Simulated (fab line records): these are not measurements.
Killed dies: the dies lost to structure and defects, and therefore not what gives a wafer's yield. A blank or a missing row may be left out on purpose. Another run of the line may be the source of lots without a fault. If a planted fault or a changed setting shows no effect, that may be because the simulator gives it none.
fab line records | flow sfqLine
record lots=14 | wafers=42 | lastDay=84
route steps=325 shown M4@149
lots that met no fault: taken from a fault-free run of the same line
startH: hours from the record's first day to the start of the lot's first wafer shown | waitH: time in hours since the lot's previous step | " as in the row above | L1.1+2: several wafers, shown together as one row | - no value, or no start given | * or withheld: withheld | < > ~ a bound
route shown NAME@n: NAME is a module with steps in the file, n the number in the route of the first one | usual: mean and standard deviation over wafers with no fault | same: alike in all rows | chamber/n: place in a boat | sites: each site's reading | _std_site: their standard deviation | _edge_site: mean of outer sites minus mean of inner sites | radiusMm: how far each site lies from the wafer's centre | mask NAME#n: copy n | behind: the tool/chamber that last shaped the wafer | hold: what put the lot on hold/how long, in hours/how the hold closed | device: the n, p or np transistor that did not switch | end of line: the tests these same wafers got at the end of their route | step lacking rows: just its recipe | killed: the dies lost at the first sort to structure and to defects; this is not the yield of the wafer | map: dies across one wafer; x = killed, . = not, _ = none there
set.NAME: the setting that was run; set.NAME@STEP: the one run at that earlier step | model.NAME: the simulator's own value behind a step, which no gauge read
a sample of lots followed through the steps of the route, with each step as a table and each wafer as a row
services: when a tool's chamber went out of use (startH, in hours from the record's first day, below 0 if earlier), for how many hours, and the reason
## steps
# step SFQ_TRILAYER_M4_DEP_SPUTTER_091
# recipe material=Nb | basePressurePa=1.33e-06 | chamberPressurePa=0.1333 | substrateTempC=20 | resputterCathodeVoltageV=400 | targetThkNm=200 | powerW=2000 | timeS=133.3
# usual substrateTempC=19.99/0.11 | throttleValvePct=30.6/1.2
lot.wafer | tool          | chamber | startH | waitH | substrateTempC | throttleValvePct
L849.2    | pvdSputter-06 | -       | 697.19 | 0.0   | 20.04          | 29.0
L849.5    | "             | -       | "      | "     | 20.16          | 30.0
L849.6    | "             | -       | "      | "     | 20.00          | 32.4
L851.1    | pvdSputter-06 | -       | 716.39 | 0.0   | 19.91          | 32.4
L851.2    | "             | -       | "      | "     | 19.99          | 29.9
L851.5    | "             | -       | "      | "     | 20.09          | 29.4
L852.2    | pvdSputter-05 | -       | 725.99 | 0.0   | 19.99          | 29.8
L852.3    | "             | -       | "      | "     | 19.95          | 29.7
L852.4    | "             | -       | "      | "     | 19.90          | 30.1
L854.2    | pvdSputter-05 | -       | 745.29 | 0.0   | 19.78          | 31.5
L854.4    | "             | -       | "      | "     | 20.04          | 29.9
L854.5    | "             | -       | "      | "     | 19.93          | 29.7
L855.3    | pvdSputter-06 | -       | 758.04 | 0.0   | 20.02          | 30.7
L855.5    | "             | -       | "      | "     | 20.13          | 28.9
L855.6    | "             | -       | "      | "     | 19.87          | 29.9
L858.3    | pvdSputter-04 | -       | 830.59 | 0.0   | 19.88          | 29.9
L858.5    | "             | -       | "      | "     | 20.05          | 33.3
L858.6    | "             | -       | "      | "     | 20.04          | 30.3
L862.1    | pvdSputter-05 | -       | 866.61 | 0.0   | 20.01          | 31.7
L862.2    | "             | -       | "      | "     | 20.02          | 30.0
L862.6    | "             | -       | "      | "     | 20.01          | 29.9
L863.1    | pvdSputter-05 | -       | 880.99 | 0.0   | 20.05          | 31.6
L863.2    | "             | -       | "      | "     | 19.91          | 29.4
L863.4    | "             | -       | "      | "     | 19.99          | 30.0
L866.2    | pvdSputter-05 | -       | 932.35 | 0.0   | 20.12          | 29.9
L866.4    | "             | -       | "      | "     | 20.07          | 30.1
L866.6    | "             | -       | "      | "     | 19.95          | 29.6
L867.3    | pvdSputter-05 | -       | 944.35 | 0.0   | 20.10          | 30.0
L867.4    | "             | -       | "      | "     | 19.94          | 29.6
L867.6    | "             | -       | "      | "     | 19.81          | 31.3
L869.1    | pvdSputter-06 | -       | 958.75 | 0.0   | 19.97          | 29.8
L869.5    | "             | -       | "      | "     | 19.75          | 29.1
L869.6    | "             | -       | "      | "     | 19.99          | 30.1
L870.2    | pvdSputter-05 | -       | 961.15 | 0.0   | 19.94          | 29.2
L870.4    | "             | -       | "      | "     | 19.99          | 30.2
L870.5    | "             | -       | "      | "     | 20.03          | 29.8
L871.2    | pvdSputter-05 | -       | 967.15 | 0.0   | 20.11          | 29.7
L871.3    | "             | -       | "      | "     | 20.02          | 30.0
L871.5    | "             | -       | "      | "     | 20.12          | 29.8
L872.1    | pvdSputter-04 | -       | 969.55 | 0.0   | 19.87          | 29.9
L872.4    | "             | -       | "      | "     | 19.90          | 33.6
L872.5    | "             | -       | "      | "     | 20.02          | 30.3
# step SFQ_M4_RS_MEAS_924
# recipe thkMeasGauge=four-point-probe | reads=Nb_of_TRILAYER_M4_DEP_SPUTTER_091
# usual M4_NB_RS=0.891/0.0074
lot.wafer | tool         | chamber | startH | waitH | M4_NB_RS[ohm/sq]
L849.2    | filmMetro-03 | -       | 697.30 | 0.1   | 0.883
L849.5    | "            | -       | "      | "     | 0.883
L849.6    | "            | -       | "      | "     | 0.886
L851.1    | filmMetro-02 | -       | 716.48 | 0.0   | 0.901
L851.2    | "            | -       | "      | "     | 0.898
L851.5    | "            | -       | "      | "     | 0.900
L852.2    | filmMetro-02 | -       | 726.10 | 0.1   | 0.890
L852.3    | "            | -       | "      | "     | 0.899
L852.4    | "            | -       | "      | "     | 0.892
L854.2    | filmMetro-04 | -       | 745.40 | 0.1   | 0.885
L854.4    | "            | -       | "      | "     | 0.889
L854.5    | "            | -       | "      | "     | 0.890
L855.3    | filmMetro-04 | -       | 758.17 | 0.1   | 0.887
L855.5    | "            | -       | "      | "     | 0.888
L855.6    | "            | -       | "      | "     | 0.879
L858.3    | filmMetro-03 | -       | 830.72 | 0.1   | 0.898
L858.5    | "            | -       | "      | "     | 0.899
L858.6    | "            | -       | "      | "     | 0.894
L862.1    | filmMetro-03 | -       | 866.70 | 0.0   | 0.493
L862.2    | "            | -       | "      | "     | 0.494
L862.6    | "            | -       | "      | "     | 0.496
L863.1    | filmMetro-02 | -       | 881.08 | 0.0   | 0.494
L863.2    | "            | -       | "      | "     | 0.499
L863.4    | "            | -       | "      | "     | 0.497
L866.2    | filmMetro-04 | -       | 932.47 | 0.1   | 0.884
L866.4    | "            | -       | "      | "     | 0.873
L866.6    | "            | -       | "      | "     | 0.880
L867.3    | filmMetro-04 | -       | 944.49 | 0.1   | 0.886
L867.4    | "            | -       | "      | "     | 0.882
L867.6    | "            | -       | "      | "     | 0.879
L869.1    | filmMetro-02 | -       | 958.85 | 0.0   | 0.881
L869.5    | "            | -       | "      | "     | 0.889
L869.6    | "            | -       | "      | "     | 0.888
L870.2    | filmMetro-04 | -       | 961.27 | 0.1   | 0.896
L870.4    | "            | -       | "      | "     | 0.890
L870.5    | "            | -       | "      | "     | 0.892
L871.2    | filmMetro-04 | -       | 967.27 | 0.1   | 0.898
L871.3    | "            | -       | "      | "     | 0.893
L871.5    | "            | -       | "      | "     | 0.897
L872.1    | filmMetro-02 | -       | 969.65 | 0.0   | 0.888
L872.4    | "            | -       | "      | "     | 0.893
L872.5    | "            | -       | "      | "     | 0.900
# step SFQ_TRILAYER_M4_ETCH_METAL_ETCH_096
# recipe target=Nb | stopOn=SiO2 | maskMaterial=PR | chemistry=Cl2/Ar | targetDepthNm=240 | icpW=600 | biasW=80 | pressureMtorr=10 | timeS=120
# usual biasW=79.97/0.23 | drypumpMotorCurrentA=5.5/0.48 | oesProductAu=0.894/0.006
lot.wafer | tool        | chamber | startH  | waitH | biasW | drypumpMotorCurrentA | oesProductAu | rfHoursCounterH
L849.2    | rieMetal-01 | 0       | 748.00  | 0.0   | 79.74 | 5.9                  | 0.896        | 79
L849.5    | "           | 0       | "       | "     | 79.98 | 5.9                  | 0.899        | -
L849.6    | "           | 1       | "       | "     | 79.58 | 5.5                  | 0.897        | -
L851.1    | rieMetal-02 | 1       | 771.35  | 0.0   | 80.01 | 5.4                  | 0.880        | 79
L851.2    | "           | 0       | "       | "     | 79.71 | 4.7                  | 0.892        | 88
L851.5    | "           | 0       | "       | "     | 80.19 | 4.7                  | 0.894        | -
L852.2    | rieMetal-02 | 0       | 781.70  | 0.0   | 79.98 | 4.7                  | 0.891        | 90
L852.3    | "           | 1       | "       | "     | 79.68 | 5.4                  | 0.886        | -
L852.4    | "           | 0       | "       | "     | 80.07 | 4.7                  | 0.895        | -
L854.2    | rieMetal-02 | 1       | 806.90  | 0.0   | 80.32 | 5.4                  | 0.891        | 85
L854.4    | "           | 0       | "       | "     | 79.88 | 4.7                  | 0.889        | -
L854.5    | "           | 0       | "       | "     | 79.84 | 4.7                  | 0.898        | -
L855.3    | rieMetal-02 | 1       | 817.74  | 0.1   | 80.36 | 5.4                  | 0.897        | -
L855.5    | "           | 1       | "       | "     | 80.28 | 5.4                  | 0.900        | -
L855.6    | "           | 0       | "       | "     | 79.56 | 4.7                  | 0.900        | -
L858.3    | rieMetal-04 | 1       | 923.30  | 0.1   | 79.82 | 5.7                  | 0.884        | -
L858.5    | "           | 0       | "       | "     | 79.94 | 6.1                  | 0.883        | -
L858.6    | "           | 1       | "       | "     | 79.95 | 5.7                  | 0.887        | -
L862.1    | rieMetal-02 | 1       | 973.46  | 0.0   | 80.02 | 5.4                  | 1.001        | 113
L862.2    | "           | 0       | "       | "     | 79.83 | 4.7                  | 1.002        | 122
L862.6    | "           | 0       | "       | "     | 79.56 | 4.7                  | 1.002        | -
L863.1    | rieMetal-04 | 1       | 991.46  | 0.0   | 80.28 | 5.7                  | 1.001        | 138
L863.2    | "           | 0       | "       | "     | 80.00 | 6.1                  | 1.011        | 173
L863.4    | "           | 0       | "       | "     | 80.24 | 6.1                  | 1.007        | -
L866.2    | rieMetal-04 | 1       | 1058.32 | 0.1   | 80.10 | 5.7                  | 0.902        | -
L866.4    | "           | 1       | "       | "     | 80.22 | 5.6                  | 0.898        | -
L866.6    | "           | 1       | "       | "     | 80.20 | 5.7                  | 0.896        | -
L867.3    | rieMetal-02 | 1       | 1070.26 | 0.1   | 80.12 | 5.4                  | 0.892        | -
L867.4    | "           | 0       | "       | "     | 79.97 | 4.7                  | 0.906        | -
L867.6    | "           | 0       | "       | "     | 79.85 | 4.7                  | 0.894        | -
L869.1    | rieMetal-01 | 1       | 1092.17 | 0.0   | 80.20 | 5.5                  | 0.904        | 100
L869.5    | "           | 1       | "       | "     | 80.19 | 5.5                  | 0.892        | -
L869.6    | "           | 0       | "       | "     | 79.72 | 5.9                  | 0.892        | -
L870.2    | rieMetal-02 | 0       | 1095.77 | 0.0   | 79.39 | 4.7                  | 0.887        | 140
L870.4    | "           | 1       | "       | "     | 79.86 | 5.4                  | 0.890        | -
L870.5    | "           | 1       | "       | "     | 80.02 | 5.4                  | 0.893        | -
L871.2    | rieMetal-01 | 1       | 1104.92 | 0.0   | 79.60 | 5.5                  | 0.890        | 103
L871.3    | "           | 0       | "       | "     | 79.90 | 5.9                  | 0.891        | -
L871.5    | "           | 1       | "       | "     | 79.72 | 5.5                  | 0.885        | -
L872.1    | rieMetal-04 | 1       | 1107.32 | 0.0   | 80.46 | 5.6                  | 0.896        | 158
L872.4    | "           | 1       | "       | "     | 80.25 | 5.6                  | 0.885        | -
L872.5    | "           | 0       | "       | "     | 80.31 | 6.1                  | 0.886        | -
## services
tool          | chamber | startH  | hours | kind
rieMetal-01   | -       | 709.48  | 1.7   | repair
rieMetal-02   | -       | 713.91  | 0.3   | repair
rieMetal-02   | 0       | 716.19  | 27.8  | repair
rieMetal-01   | -       | 811.57  | 1.6   | repair
rieMetal-01   | 1       | 830.08  | 12.6  | repair
pvdSputter-06 | 2       | 853.52  | -     | consumableReplace:kit
pvdSputter-06 | 2       | 853.52  | 18.0  | scheduledDown
pvdSputter-06 | 2       | 853.52  | 18.0  | ventCycle
pvdSputter-04 | -       | 856.47  | 47.2  | repair
rieMetal-02   | -       | 883.65  | 1.2   | repair
rieMetal-01   | 1       | 970.67  | 9.8   | repair
pvdSputter-05 | -       | 988.46  | 0.9   | repair
rieMetal-02   | 1       | 1002.11 | 15.7  | repair
rieMetal-02   | 0       | 1011.13 | 20.4  | repair
rieMetal-04   | -       | 1020.17 | 1.4   | repair
pvdSputter-05 | 0       | 1020.90 | -     | consumableReplace:kit
pvdSputter-05 | 0       | 1020.90 | 18.0  | scheduledDown
pvdSputter-05 | 0       | 1020.90 | 18.0  | ventCycle
pvdSputter-06 | -       | 1035.06 | 1.2   | repair
rieMetal-04   | 0       | 1043.82 | -     | clean
rieMetal-04   | 0       | 1043.82 | 22.3  | scheduledDown
rieMetal-04   | 0       | 1043.82 | 22.3  | ventCycle
pvdSputter-05 | -       | 1066.59 | 1.7   | repair
pvdSputter-05 | -       | 1082.60 | 0.6   | repair
## key
firstSign step=SFQ_M4_RS_MEAS_924 | reading=M4_NB_RS | direction=down | sigmas=54 | usual=0.891 | struck=0.495
effect step=SFQ_TRILAYER_M4_ETCH_METAL_ETCH_096 | reading=oesProductAu | direction=up | sigmas=18 | usual=0.894 | struck=1.004
metAt SFQ_TRILAYER_M4_DEP_SPUTTER_091
struckLots L862,L863
onsetBetween 745.29 866.61
fault kind=processParameterDrift | tool=pvdSputter-05 | chamber=- | onsetH=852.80 | steps=SFQ_TRILAYER_M4_DEP_SPUTTER_091 | channel=targetThkNm | offset=157.47 | shape=step | endH=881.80 | actsIn=theseRecipesOnly | stated=200
